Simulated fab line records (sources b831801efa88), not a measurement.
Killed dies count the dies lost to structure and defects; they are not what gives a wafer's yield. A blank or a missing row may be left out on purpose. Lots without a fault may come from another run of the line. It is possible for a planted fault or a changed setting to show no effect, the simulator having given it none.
A struck lot beside a sound one / flow sky130 / 35 out of 708 route steps
Sound: the wafers L354.1, L354.2, L354.3. Wafers L370.2, L370.3, L370.6 were the ones struck. At the end, the cause is stated.
At each step with rows: each side's tool, then ch and its chambers, then its first start. Under that, the readings that differ: sound wafers / struck wafers / difference of the means / sigmas: that difference in standard deviations of wafers without a fault.
alike: words and numbers the same on both sides, and readings whose means are apart by under 2 such deviations; not compared: readings that were withheld, readings missing a value for some wafer, numbers with overlapping values and no deviation given by the record, and bounds like >300 which may hide the same value.
Wherever a step has rows on one side only, a row that says differs or no value, or a row with sigmas, the two part there. Numbers that have no deviation but don't overlap get no sigmas and don't part them. A reading missing from all wafers of one side parts the sides only when that side holds two or more wafers.

first, 10 steps without rows for these wafers: SKY_POLY_CUT_ETCH_10 (etches BARC in N2/H2, stops on SiO2, time 45.9 s, target depth 60 nm); SKY_POLY_CUT_ETCH_11 (etches Si3N4 in CF4/CH2F2/Ar, stops on poly-Si, time 42.5 s, target depth 60 nm); SKY_POLY_CUT_STRIP_12 (strips in O2/N2); SKY_SD_P_DEHYDRATE_00 (time 60 s); SKY_SD_P_HMDS_01 (prime time 60 s); SKY_SD_P_COAT_02 (resist thk 1140 nm); SKY_SD_P_SOFTBAKE_03 (time 60 s); SKY_SD_P_EXPOSE_04 (exposes mask PSDM, target cd 380 nm); SKY_SD_P_PEB_05; SKY_SD_P_DEVELOP_06 (develop time 60 s).
SKY_SD_P_IMPLANT_09:
  sound on implanter-04 ch 0, day 26 07:44; struck on implanter-04 ch 0, day 31 19:03
reading=dose ions cm2; sound=3e+15 2.997e+15 2.998e+15; struck=2.408e+15 2.409e+15 2.405e+15; difference=-5.910e+14; sigmas=-99 or more
SKY_SD_P_STRIP_10: strips in O2/N2.
  sound on plasma asher-03 ch 0,1, day 26 07:53; struck on plasma asher-01 ch 0,1, day 31 19:11
reading=strip time to endpoint s (s); sound=17.54 17.56 17.54; struck=17.04 16.99 17.04; difference=-0.52; sigmas=-10
  alike: drypump motor current A, oes product au
  not compared: rf hours counter h
SKY_SD_P_TW_MEAS_11:
  struck on film metro-01, day 31 19:31; sound on film metro-01, day 26 07:59
reading=SD_P_TW; sound=2791 2796 2789; struck=2677 2685 2677; difference=-112; sigmas=-8
  not compared: hold
then, 20 steps without rows for these wafers: SKY_RES_XHIGH_HMDS_01 (prime time 60 s); SKY_RES_XHIGH_COAT_02 (resist thk 1140 nm); SKY_RES_XHIGH_SOFTBAKE_03 (time 60 s); SKY_RES_XHIGH_EXPOSE_04 (exposes mask URPM, target cd 1270 nm); SKY_RES_XHIGH_PEB_05; SKY_RES_XHIGH_DEVELOP_06 (develop time 60 s); SKY_RES_XHIGH_IMPLANT_07; SKY_RES_XHIGH_STRIP_08 (strips in O2/N2); SKY_SD_N_DEHYDRATE_00 (time 60 s); SKY_SD_N_HMDS_01 (prime time 60 s); SKY_SD_N_COAT_02 (resist thk 1140 nm); SKY_SD_N_SOFTBAKE_03 (time 60 s); SKY_SD_N_EXPOSE_04 (exposes mask NSDM, target cd 380 nm); SKY_SD_N_PEB_05; SKY_SD_N_DEVELOP_06 (develop time 60 s); SKY_SD_N_IMPLANT_09; SKY_SD_N_IMPLANT_10; SKY_SD_N_STRIP_11 (strips in O2/N2); SKY_SD_N_CLEAN_13 (cleans in SC1/SC2, time 150 s); SKY_SD_N_RTA_14 (time 2 s).
-- the record jumps here: 2 days lie between the struck wafers' starts before and after --
SKY_SD_N_RS_MEAS_17: uses a four-point probe to measure.
  struck on film metro-04, day 34 02:41; sound on film metro-03, day 28 14:28
reading=SD_P_RS (ohm/sq); sound=147.2 147.4 147.2; struck=150.3 150.1 150.6; difference=+3.1; sigmas=+9
  not compared: hold
-- a jump in the record: the struck wafers' starts before and after are 16 days apart (it breaks off in module SD_N and resumes in module PAD_OPEN, where the first step shown is number 708 of the route) --
SKY_PAD_OPEN_PROBE_99:
  struck on prober-02, day 50 04:02; sound on prober-02, day 46 09:14
reading=model.etest.res high po.line ohm um; sound=755.8 735.7 748.7; struck=860.1 848.2 845.6; difference=+104.6; sigmas=
reading=model.etest.licon high po.rc ohm; sound=357.4 366.3 346.5; struck=453.5 458 473.9; difference=+105.1; sigmas=
reading=model.etest.res pdiff.line ohm um; sound=1319 1348 1349; struck=1533 1533 1496; difference=+182; sigmas=
reading=model.etest.res high po.rs ohm sq; sound=263.6 257 258.9; struck=300.7 300.1 298.6; difference=+40.0; sigmas=
reading=model.etest.licon pdiff.rc ohm; sound=578.7 595.2 592.1; struck=618.5 647.4 653.4; difference=+51.1; sigmas=
reading=model.etest.res pdiff hv.rs ohm sq; sound=192.4 194 191.6; struck=209.5 207.6 210.1; difference=+16.4; sigmas=
reading=model.etest.res pdiff.rs ohm sq; sound=197.2 198.1 196.8; struck=215.9 215.3 215.6; difference=+18.2; sigmas=
  alike: killed_at_M0_to_M3, killed_at_M4_up, killed at contacts, killed at front end, killed at other, killed dies, killed open, killed short

## WHERE THEY PART
First at SKY_SD_P_IMPLANT_09; last, within this record, at SKY_SD_N_RS_MEAS_17. Later steps at which nothing parts them and some readings are alike: SKY_PAD_OPEN_PROBE_99.

WHY: the cause the simulator had injected
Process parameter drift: implanter-04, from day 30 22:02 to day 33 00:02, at SKY_SD_P_IMPLANT_09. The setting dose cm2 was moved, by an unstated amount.
